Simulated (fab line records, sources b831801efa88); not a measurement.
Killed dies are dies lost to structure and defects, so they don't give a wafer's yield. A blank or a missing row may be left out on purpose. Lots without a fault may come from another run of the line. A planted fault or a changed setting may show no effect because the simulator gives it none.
fab line records | flow sky130
record lots=11 wafers=33 last_day=50
route steps=708 shown SD_P@359 LI_CONTACT@376
lots that met no fault: from a run of the same line without faults
start_h: hours from the record's first day to the start of the lot's first wafer shown | wait_h: hours since the lot's step before | " the same as in the row above | L1.1+2: a row that stands for several wafers | - no value, or no start given | * or withheld: withheld | < > ~ a bound
route shown NAME@n: a module of which the file shows steps, and the number in the route of the first | usual: mean/standard deviation of fault-free wafers | same: alike in all rows | chamber/n: place in a boat | sites: the reading at each site | _std_site: their standard deviation | _edge_site: outer sites' mean less inner sites' | radius_mm: how far each site lies from the wafer's centre | mask NAME#n: copy n | behind: the tool/chamber that last shaped the wafer | hold: why the lot was held/for how many hours/how that ended | device: the transistor (n, p or np) that didn't switch | end of line: the same wafers' tests at the end of the route | a step without rows: its recipe alone | killed: dies lost to structure and defects at the first sort, not the wafer's yield | map: a wafer's dies, x killed, . not, _ none there
set.NAME: the setting as run; set.NAME@STEP: as run at that earlier step | model.NAME: the simulator's own value behind a step, which no gauge read
steps of the route over a sample of lots; a table a step, a row a wafer
services: from which hour (start_h, from the record's first day; less than 0 if before it) a tool's chamber was out of use, for how many hours, and why
## steps
# step SKY_SD_N_RS_MEAS_17
# recipe thk_meas_gauge=four-point-probe
# usual SD_P_RS=147.0/0.34
# columns lot.wafer tool chamber start_h wait_h SD_P_RS[ohm/sq]
L802.1 film_metro-04 - 654.63 0.1 146.6
L802.2 " - " " 146.9
L802.6 " - " " 147.1
L807.3 film_metro-02 - 698.49 0.1 147.0
L807.5 " - " " 146.4
L807.6 " - " " 146.9
L811.2 film_metro-04 - 722.00 0.1 147.1
L811.3 " - " " 147.3
L811.5 " - " " 147.1
L813.2 film_metro-03 - 751.60 0.1 147.0
L813.3 " - " " 147.0
L813.4 " - " " 147.6
L814.1 film_metro-02 - 757.47 0.1 147.0
L814.3 " - " " 146.9
L814.4 " - " " 147.0
L817.1 film_metro-04 - 774.53 0.1 147.2
L817.2 " - " " 146.7
L817.5 " - " " 146.7
L818.3 film_metro-03 - 778.47 0.1 146.8
L818.5 " - " " 147.2
L818.6 " - " " 147.4
L819.1 film_metro-03 - 790.88 0.1 145.8
L819.4 " - " " 146.5
L819.5 " - " " 146.3
L820.3 film_metro-02 - 798.26 0.1 147.0
L820.4 " - " " 147.3
L820.5 " - " " 147.2
L823.1 film_metro-04 - 815.43 0.1 146.9
L823.4 " - " " 146.7
L823.6 " - " " 146.7
L824.1 film_metro-02 - 823.55 0.1 147.3
L824.3 " - " " 146.8
L824.6 " - " " 147.0
# step SKY_LI_CONTACT_ETCH_14
# recipe chemistry=N2/H2 target=BARC ion_energy_ev=200 source_w=500 bias_w=100 pressure_mtorr=30 n2_flow_sccm=100 h2_flow_sccm=200 stop_on=SiO2 time_s=45.9 target_depth_a=600
# usual drypump_motor_current_A=5.4/0.53 oes_product_au=0.855/0.0048 throttle_valve_pct=13.224/0.0085
# columns lot.wafer tool chamber start_h wait_h drypump_motor_current_A oes_product_au rf_hours_counter_h throttle_valve_pct
L802.1 rie_diel-03 3 683.81 0.0 4.7 0.864 8 13.227
L802.2 " 1 " " 6.2 0.856 12 13.230
L802.6 " 2 " " 4.8 0.855 - 13.231
L807.3 rie_diel-04 3 727.18 0.0 5.8 0.850 30 13.217
L807.5 " 1 " " 6.3 0.860 - 13.228
L807.6 " 0 " " 5.9 0.858 - 13.220
L811.2 rie_diel-03 3 750.83 0.0 4.7 0.860 10 13.216
L811.3 " 1 " " 6.2 0.851 14 13.217
L811.5 " 2 " " 4.8 0.854 - 13.240
L813.2 rie_diel-03 0 779.73 0.0 5.2 0.847 2 13.234
L813.3 " 2 " " 4.8 0.853 23 13.236
L813.4 " 1 " " 6.2 0.854 15 13.228
L814.1 rie_diel-03 1 785.38 0.0 6.2 0.857 15 13.210
L814.3 " 2 " " 4.8 0.851 23 13.223
L814.4 " 0 " " 5.2 0.863 2 13.229
L817.1 rie_diel-03 2 801.61 0.0 4.8 0.861 24 13.228
L817.2 " 1 " " 6.2 0.854 15 13.240
L817.5 " 1 " " 6.2 0.861 - 13.228
L818.3 rie_diel-04 1 805.83 0.0 6.4 0.860 8 13.231
L818.5 " 0 " " 6.0 0.856 - 13.219
L818.6 " 1 " " 6.3 0.849 - 13.234
L819.1 rie_diel-01 3 818.73 0.0 5.2 0.858 5 13.231
L819.4 " 1 " " 5.6 0.862 - 13.216
L819.5 " 3 " " 5.2 0.866 - 13.213
L820.3 rie_diel-01 3 825.63 0.0 5.2 0.853 5 13.230
L820.4 " 0 " " 5.1 0.852 9 13.224
L820.5 " 3 " " 5.2 0.860 - 13.227
L823.1 rie_diel-01 3 843.06 0.0 5.2 0.848 6 13.232
L823.4 " 2 " " 5.9 0.859 0 13.218
L823.6 " 1 " " 5.6 0.853 - 13.226
L824.1 rie_diel-04 1 851.53 0.0 6.3 0.854 10 13.223
L824.3 " 0 " " 6.0 0.857 12 13.208
L824.6 " 1 " " 6.3 0.854 - 13.222
# step SKY_LI_CONTACT_SPUTTER_20
# recipe material=TiN target_thk_nm=20 chamber_pressure_pa=5 power_w=4000 time_s=80
# usual chamber_pressure_pa=4.999/0.011 throttle_valve_pct=30.2/0.74
# columns lot.wafer tool chamber start_h wait_h chamber_pressure_pa throttle_valve_pct
L802.1 pvd_sputter-04 - 684.31 0.0 5.005 30.9
L802.2 " - " " 4.997 29.9
L802.6 " - " " 4.993 31.0
L807.3 pvd_sputter-03 - 727.68 0.0 4.997 30.4
L807.5 " - " " 5.006 29.4
L807.6 " - " " 5.004 30.0
L811.2 pvd_sputter-04 - 751.35 0.0 4.986 31.1
L811.3 " - " " 5.007 30.7
L811.5 " - " " 4.998 30.2
L813.2 pvd_sputter-02 - 780.23 0.0 5.029 29.4
L813.3 " - " " 5.003 28.8
L813.4 " - " " 5.003 28.6
L814.1 pvd_sputter-03 - 785.88 0.0 4.998 29.6
L814.3 " - " " 4.990 29.7
L814.4 " - " " 4.995 29.9
L817.1 pvd_sputter-04 - 802.11 0.0 5.014 30.7
L817.2 " - " " 4.982 30.3
L817.5 " - " " 4.990 31.1
L818.3 pvd_sputter-04 - 806.33 0.0 5.002 30.8
L818.5 " - " " 5.007 31.0
L818.6 " - " " 4.990 31.0
L819.1 pvd_sputter-04 - 819.23 0.0 4.999 31.2
L819.4 " - " " 5.006 31.0
L819.5 " - " " 5.004 30.9
L820.3 pvd_sputter-04 - 826.13 0.0 4.993 31.1
L820.4 " - " " 5.024 31.0
L820.5 " - " " 4.995 30.0
L823.1 pvd_sputter-03 - 843.58 0.0 4.994 30.1
L823.4 " - " " 5.007 29.7
L823.6 " - " " 5.003 29.6
L824.1 pvd_sputter-04 - 852.03 0.0 5.010 31.0
L824.3 " - " " 5.010 30.9
L824.6 " - " " 5.018 30.8
# step SKY_LI_CONTACT_CVD_21
# recipe material=W target_thk_nm=400 time_s=120.56 temp_c=400 pressure_torr=40
# usual chamber_pressure_Torr=40.00/0.093 heater_power_outer_w=562/84 heater_power_w=878/120
# columns lot.wafer tool chamber start_h wait_h chamber_pressure_Torr heater_power_outer_w heater_power_w
L802.1 cvd_w-01 0 684.37 0.0 39.84 491 723
L802.2 " 1 " " 39.95 650 1014
L802.6 " 1 " " 39.98 642 1028
L807.3 cvd_w-02 0 727.78 0.1 39.99 627 918
L807.5 " 1 " " 40.13 453 769
L807.6 " 0 " " 39.99 643 931
L811.2 cvd_w-01 0 751.41 0.0 39.95 481 759
L811.3 " 0 " " 39.76 486 753
L811.5 " 0 " " 39.81 496 750
L813.2 cvd_w-01 0 780.29 0.0 39.97 490 734
L813.3 " 1 " " 40.01 635 1036
L813.4 " 0 " " 39.97 495 773
L814.1 cvd_w-02 1 785.94 0.0 39.96 463 789
L814.3 " 1 " " 40.06 457 802
L814.4 " 0 " " 39.95 652 944
L817.1 cvd_w-01 0 802.17 0.0 39.82 502 749
L817.2 " 1 " " 39.96 647 1042
L817.5 " 1 " " 40.14 654 1032
L818.3 cvd_w-02 0 806.43 0.1 36.00 662 951
L818.5 " 1 " " 35.91 463 785
L818.6 " 0 " " 36.06 625 940
L819.1 cvd_w-02 1 819.29 0.0 36.27 467 786
L819.4 " 1 " " 36.08 461 789
L819.5 " 1 " " 36.11 465 786
L820.3 cvd_w-01 1 826.23 0.1 39.94 660 1018
L820.4 " 0 " " 39.95 487 756
L820.5 " 1 " " 39.88 647 1017
L823.1 cvd_w-02 1 843.64 0.0 36.06 461 759
L823.4 " 1 " " 36.12 464 780
L823.6 " 0 " " 36.14 640 936
L824.1 cvd_w-01 0 852.09 0.0 40.10 500 743
L824.3 " 0 " " 40.11 489 753
L824.6 " 0 " " 40.13 506 756
# step SKY_LI_CONTACT_RS_MEAS_22
# recipe thk_meas_gauge=four-point-probe reads=W_of_LI_CONTACT_CVD_21+TiN_of_LI_CONTACT_SPUTTER_20+Ti_of_LI_CONTACT_SPUTTER_19
# usual LI_CONTACT_W_RS=0.279/0.0056
# columns lot.wafer tool chamber start_h wait_h hold LI_CONTACT_W_RS[ohm/sq]
L802.1 film_metro-03 - 684.50 0.1 - 0.278
L802.2 " - " " - 0.276
L802.6 " - " " - 0.275
L807.3 film_metro-02 - 727.91 0.1 - 0.290
L807.5 " - " " - 0.284
L807.6 " - " " - 0.290
L811.2 film_metro-04 - 751.55 0.1 - 0.276
L811.3 " - " " - 0.278
L811.5 " - " " - 0.277
L813.2 film_metro-02 - 780.44 0.1 - 0.277
L813.3 " - " " - 0.271
L813.4 " - " " - 0.281
L814.1 film_metro-02 - 786.06 0.1 - 0.280
L814.3 " - " " - 0.281
L814.4 " - " " - 0.284
L817.1 film_metro-02 - 802.30 0.1 - 0.277
L817.2 " - " " - 0.273
L817.5 " - " " - 0.269
L818.3 film_metro-03 - 806.55 0.1 await_dispo/0.2h/release 0.302
L818.5 " - " " await_dispo/0.2h/release 0.298
L818.6 " - " " await_dispo/0.2h/release 0.304
L818.3 film_metro-03 - 806.84 0.3 - 0.302
L818.5 " - " " - 0.298
L818.6 " - " " - 0.304
L819.1 film_metro-04 - 819.42 0.1 await_dispo/0.2h/release 0.295
L819.4 " - " " await_dispo/0.2h/release 0.295
L819.5 " - " " await_dispo/0.2h/release 0.296
L819.1 film_metro-04 - 819.70 0.3 - 0.295
L819.4 " - " " - 0.294
L819.5 " - " " - 0.296
L820.3 film_metro-02 - 826.35 0.1 - 0.279
L820.4 " - " " - 0.281
L820.5 " - " " - 0.274
L823.1 film_metro-04 - 843.77 0.1 await_dispo/0.2h/release 0.293
L823.4 " - " " await_dispo/0.2h/release 0.289
L823.6 " - " " await_dispo/0.2h/release 0.305
L823.1 film_metro-04 - 844.05 0.3 - 0.293
L823.4 " - " " - 0.290
L823.6 " - " " - 0.305
L824.1 film_metro-03 - 852.22 0.1 - 0.282
L824.3 " - " " - 0.279
L824.6 " - " " - 0.281
# step SKY_LI_CONTACT_THK_MEAS_23
# recipe thk_meas_gauge=xrf reads=W_of_LI_CONTACT_CVD_21
# usual LI_CONTACT_W_THK=420/8.7
# columns lot.wafer tool chamber start_h wait_h hold LI_CONTACT_W_THK[nm]
L802.1 film_metro-03 - 684.62 0.1 - 420
L802.2 " - " " - 425
L802.6 " - " " - 429
L807.3 film_metro-02 - 728.01 0.1 - 407
L807.5 " - " " - 413
L807.6 " - " " - 410
L811.2 film_metro-04 - 751.66 0.1 - 425
L811.3 " - " " - 418
L811.5 " - " " - 420
L813.2 film_metro-02 - 780.55 0.1 - 425
L813.3 " - " " - 433
L813.4 " - " " - 416
L814.1 film_metro-02 - 786.18 0.1 - 420
L814.3 " - " " - 419
L814.4 " - " " - 413
L817.1 film_metro-02 - 802.42 0.1 - 417
L817.2 " - " " - 423
L817.5 " - " " - 429
L818.3 film_metro-03 - 808.18 1.3 await_dispo/0.2h/release 386
L818.5 " - " " await_dispo/0.2h/release 391
L818.6 " - " " await_dispo/0.2h/release 384
L818.3 film_metro-03 - 808.44 0.3 - 383
L818.5 " - " " - 392
L818.6 " - " " - 383
L819.1 film_metro-04 - 821.78 2.1 await_dispo/0.2h/release 395
L819.4 " - " " await_dispo/0.2h/release 391
L819.5 " - " " await_dispo/0.2h/release 393
L819.1 film_metro-04 - 822.12 0.3 - 392
L819.4 " - " " - 395
L819.5 " - " " - 388
L820.3 film_metro-02 - 826.45 0.1 - 414
L820.4 " - " " - 409
L820.5 " - " " - 420
L823.1 film_metro-04 - 846.15 2.1 await_dispo/0.2h/release 398
L823.4 " - " " await_dispo/0.2h/release 401
L823.6 " - " " await_dispo/0.2h/release 384
L823.1 film_metro-04 - 846.37 0.2 - 399
L823.4 " - " " - 402
L823.6 " - " " - 382
L824.1 film_metro-03 - 852.34 0.1 - 415
L824.3 " - " " - 421
L824.6 " - " " - 416
## services
# columns tool chamber start_h hours kind
rie_diel-03 - 661.37 0.3 repair
rie_diel-01 - 663.51 2.8 pm
cvd_w-01 - 663.57 0.8 repair
rie_diel-03 0 674.23 3.0 repair
rie_diel-03 0 679.86 - clean
rie_diel-03 0 679.86 14.5 scheduled_down
rie_diel-01 2 699.38 6.4 repair
rie_diel-04 - 702.24 0.9 repair
rie_diel-03 2 740.72 3.3 repair
pvd_sputter-04 - 753.22 3.7 repair
rie_diel-01 2 753.47 30.5 repair
rie_diel-03 2 755.14 17.2 repair
pvd_sputter-03 - 771.79 1.0 repair
rie_diel-03 1 781.05 2.6 repair
pvd_sputter-02 - 781.91 27.5 repair
rie_diel-01 2 786.53 10.6 repair
pvd_sputter-04 0 809.02 - consumable_replace:kit
pvd_sputter-04 0 809.02 18.0 scheduled_down
pvd_sputter-04 0 809.02 18.0 vent_cycle
rie_diel-01 3 834.81 4.8 repair
pvd_sputter-02 - 844.04 1.2 repair
cvd_w-01 - 845.21 0.7 repair
pvd_sputter-02 - 845.29 1.3 repair
pvd_sputter-02 - 845.80 3.6 repair
## key
first_sign step=SKY_LI_CONTACT_CVD_21 reading=chamber_pressure_Torr direction=down sigmas=42 usual=40.00 struck=36.09
effect step=SKY_LI_CONTACT_RS_MEAS_22 reading=visit direction=added
effect step=SKY_LI_CONTACT_THK_MEAS_23 reading=visit direction=added
met_at SKY_LI_CONTACT_CVD_21
struck_lots L818,L819,L823
tester_left_out L818,L819,L823
not_acting_at SKY_SD_N_RS_MEAS_17,SKY_LI_CONTACT_ETCH_14,SKY_LI_CONTACT_SPUTTER_20
onset_between 785.94 806.43
fault kind=process_parameter_drift tool=cvd_w-02 chamber=- onset_h=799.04 steps=SKY_LI_CONTACT_CVD_21 channel=pressure_torr offset=-3.9176 shape=step end_h=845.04 acts_in=these_recipes_only stated=40
# tester_left_out: of these lots the tester's yield and bins aren't shown, on N5 and GAA mostly nor the transistor test; their killed dies are dies lost to structure and defects alone, not to doping, threshold or leakage, so they don't give the yield
